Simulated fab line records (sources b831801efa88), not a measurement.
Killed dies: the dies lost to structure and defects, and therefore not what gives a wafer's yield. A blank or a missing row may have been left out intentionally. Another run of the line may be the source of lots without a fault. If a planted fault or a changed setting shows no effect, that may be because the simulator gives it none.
fab line records    flow sfq-line
record lots=15  wafers=43  last-day=91
route steps=325 shown I5@228 C5@248
lots untouched by any fault: they come from a run of this same line in which no faults occurred
start-h: hours from the record's first day to the start of the lot's first wafer shown    wait-h: hours since the lot's step before    " unchanged from the row above    L1.1+2: several wafers, shown together as one row    - no value, or no start was given    * or withheld: withheld    < > ~ a bound
route shown NAME@n: names a module that has steps shown in the file, with the first one's number in the route    usual: mean/standard deviation of fault-free wafers    same: alike in all rows    chamber/n: place in a boat    sites: per-site readings    _std_site: their standard deviation    _edge_site: the outer-site mean with the inner-site mean subtracted    radius-mm: for every site, how far away it sits from the centre of the wafer    mask NAME#n: copy n    behind: tool/chamber where the wafer was last shaped    hold: cause of the lot's hold/its duration in hours/its outcome    device: names the non-switching transistor (n, p or np)    end of line: at the end of the route, the tests of the same wafers    a step without rows: its recipe alone    killed: dies lost to structure and defects at the first sort, not the wafer's yield    map: per-die view of a wafer (x killed, . not killed, _ where there is no die)
set.NAME: the setting the step ran with; set.NAME@STEP: the setting that earlier step ran with    model.NAME: the simulator's own value behind a step, which no gauge read
the route's steps for a sample of lots (tables are steps, rows are wafers)
services: when a tool's chamber went out of use (start-h, in hours from the record's first day, below 0 if earlier), for how many hours, and the reason
## steps
# step SFQ_TRILAYER_A5C_DEP_PECVD_142
# recipe material=SiO2  temp-c=150  time-s=15.556  pressure-torr=2.4  rf-w=183.3  precursor=SiH4/N2O  target-thk-nm=70
# usual heater-power-w=90/14  throttle-valve-pct=25.1/2
lot.wafer  tool      chamber  start-h  wait-h  heater-power-w  throttle-valve-pct
L818.1     pecvd-02  2        1537.00  0.0     109             29.3
L818.4     "         1        "        "       93              25.4
L818.5     "         2        "        "       115             29.3
L819.1     pecvd-03  1        1538.32  0.0     81              23.4
L819.4     "         1        "        "       80              23.7
L819.6     "         2        "        "       67              22.8
L821.1     pecvd-01  0        1664.83  0.0     73              25.3
L821.3     "         2        "        "       103             25.9
L821.5     "         2        "        "       99              26.2
L822.1     pecvd-03  2        1669.36  0.0     65              22.9
L822.3     "         0        "        "       110             25.9
L822.6     "         0        "        "       107             26.1
L823.4     pecvd-03  0        1685.93  0.0     95              26.1
L823.5     "         1        "        "       83              23.8
L823.6     "         2        "        "       67              23.1
L824.1     pecvd-02  1        1694.90  0.0     101             25.7
L824.3     "         2        "        "       107             29.4
L824.5     "         0        "        "       76              25.0
L825.3     pecvd-02  1        1737.71  0.0     102             25.6
L825.4     "         2        "        "       110             29.8
L825.6     "         0        "        "       71              25.2
L826.2     pecvd-01  1        1742.53  0.0     100             23.4
L826.5     "         2        "        "       108             23.0
L826.6     "         1        "        "       97              23.4
L827.2     pecvd-02  1        1744.91  0.0     91              25.5
L827.3     "         0        "        "       82              24.9
L827.6     "         0        "        "       85              25.3
L828.1     pecvd-02  2        1754.51  0.0     120             29.6
L828.2     "         0        "        "       75              24.9
L828.3     "         1        "        "       94              25.7
L829.1     pecvd-03  0        1758.13  0.0     96              26.7
L829.2     "         1        "        "       97              24.0
L829.3     "         2        "        "       69              23.2
L830.1     pecvd-03  1        1771.61  0.0     87              24.0
L830.4     "         1        "        "       85              24.1
L830.5     "         0        "        "       104             26.9
L831.1     pecvd-03  1        1778.78  0.0     82              24.2
L831.2     "         2        "        "       73              23.3
L831.3     "         0        "        "       97              26.7
L832.3     pecvd-03  0        1786.19  0.0     106             26.6
L832.6     "         2        "        "       75              23.2
L835.1     pecvd-03  1        1798.66  0.0     86              24.4
L835.4     "         2        "        "       70              23.2
# step SFQ_TRILAYER_C5_ETCH_VIA_ETCH_154
# recipe target=SiO2  mask-material=PR  chemistry=CHF3  target-depth-nm=84  source-w=500  bias-w=80  pressure-mtorr=30  time-s=withheld  stop-on=Nb
# usual drypump-motor-current-A=5.4/0.38  oes-product-au=0.896/0.0077
lot.wafer  tool         chamber  start-h  wait-h  drypump-motor-current-A  oes-product-au
L818.1     rie-diel-01  2        1648.76  0.0     6.3                      0.905
L818.4     "            1        "        "       5.3                      0.905
L818.5     "            1        "        "       5.4                      0.907
L819.1     rie-diel-02  3        1651.16  0.0     4.9                      0.887
L819.4     "            2        "        "       5.0                      0.893
L819.6     "            2        "        "       5.0                      0.897
L821.1     rie-diel-02  1        1670.68  0.0     4.9                      0.881
L821.3     "            3        "        "       4.9                      0.893
L821.5     "            1        "        "       4.9                      0.895
L822.1     rie-diel-02  3        1675.45  0.0     4.9                      0.901
L822.3     "            1        "        "       4.9                      0.891
L822.6     "            1        "        "       4.9                      0.901
L823.4     rie-diel-01  3        1691.52  0.0     5.7                      0.891
L823.5     "            1        "        "       5.3                      0.891
L823.6     "            0        "        "       5.6                      0.905
L824.1     rie-diel-03  0        1700.58  0.0     5.5                      0.894
L824.3     "            3        "        "       5.3                      0.890
L824.5     "            2        "        "       5.7                      0.897
L825.3     rie-diel-03  0        1750.06  0.0     5.6                      0.893
L825.4     "            3        "        "       5.3                      0.889
L825.6     "            0        "        "       5.6                      0.893
L826.2     rie-diel-03  0        1752.46  0.0     5.5                      0.900
L826.5     "            2        "        "       5.7                      0.898
L826.6     "            3        "        "       5.3                      0.910
L827.2     rie-diel-03  2        1759.66  0.0     5.7                      0.883
L827.3     "            1        "        "       5.6                      0.891
L827.6     "            0        "        "       5.6                      0.903
L828.1     rie-diel-03  2        1782.73  0.0     5.7                      0.883
L828.2     "            1        "        "       5.6                      0.894
L828.3     "            0        "        "       5.6                      0.892
L829.1     rie-diel-02  3        1783.93  0.0     4.9                      0.888
L829.2     "            2        "        "       5.0                      0.901
L829.3     "            1        "        "       4.9                      0.895
L830.1     rie-diel-02  2        1859.87  0.0     5.0                      0.892
L830.4     "            3        "        "       4.9                      0.896
L830.5     "            2        "        "       5.0                      0.891
L831.1     rie-diel-03  1        1869.49  0.0     5.6                      0.693
L831.2     "            2        "        "       5.7                      0.903
L831.3     "            0        "        "       5.6                      0.883
L832.3     rie-diel-03  2        1884.02  0.0     5.7                      0.904
L832.6     "            0        "        "       5.6                      0.702
L835.1     rie-diel-03  1        1898.39  0.0     5.6                      0.677
L835.4     "            3        "        "       5.3                      0.892
## services
tool         chamber  start-h  hours  kind
pecvd-02     1        1514.63  14.8   repair
rie-diel-02  0        1520.36  6.7    repair
pecvd-01     -        1531.19  11.7   repair
rie-diel-03  -        1546.88  2.8    pm
rie-diel-02  -        1552.60  14.6   pm
pecvd-02     2        1557.62  11.8   repair
pecvd-02     0        1560.43  22.4   repair
rie-diel-03  1        1611.66  9.7    repair
pecvd-02     -        1670.62  1.0    repair
pecvd-02     -        1677.13  14.6   pm
pecvd-03     1        1681.15  3.4    repair
pecvd-02     0        1696.31  4.8    repair
pecvd-02     -        1698.14  1.2    repair
rie-diel-03  1        1710.62  4.7    repair
rie-diel-02  1        1746.07  10.6   repair
rie-diel-02  -        1765.66  0.4    repair
rie-diel-03  -        1810.53  0.3    repair
rie-diel-02  3        1821.16  8.9    repair
pecvd-03     -        1824.00  1.2    repair
rie-diel-02  1        1829.93  1.8    repair
rie-diel-02  2        1835.37  2.3    repair
pecvd-03     2        1876.25  4.2    repair
rie-diel-02  0        1877.48  3.1    repair
pecvd-02     -        1898.34  3.6    repair
## key
first-sign step=SFQ_TRILAYER_C5_ETCH_VIA_ETCH_154  reading=oes-product-au  direction=down  sigmas=26  usual=0.896  struck=0.691
effect none on later readings
met-at SFQ_TRILAYER_A5C_DEP_PECVD_142
struck-lots L831,L832,L835
struck-wafers L831.1,L832.6,L835.1
onset-between 1771.61 1778.78
fault kind=process-parameter-drift  tool=pecvd-03  chamber=-  onset-h=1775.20  steps=SFQ_TRILAYER_A5C_DEP_PECVD_142  channel=target-thk-nm  offset=-28.426  shape=step  end-h=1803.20  scope=struck-wafers-only  acts-in=these-recipes-only  stated=70
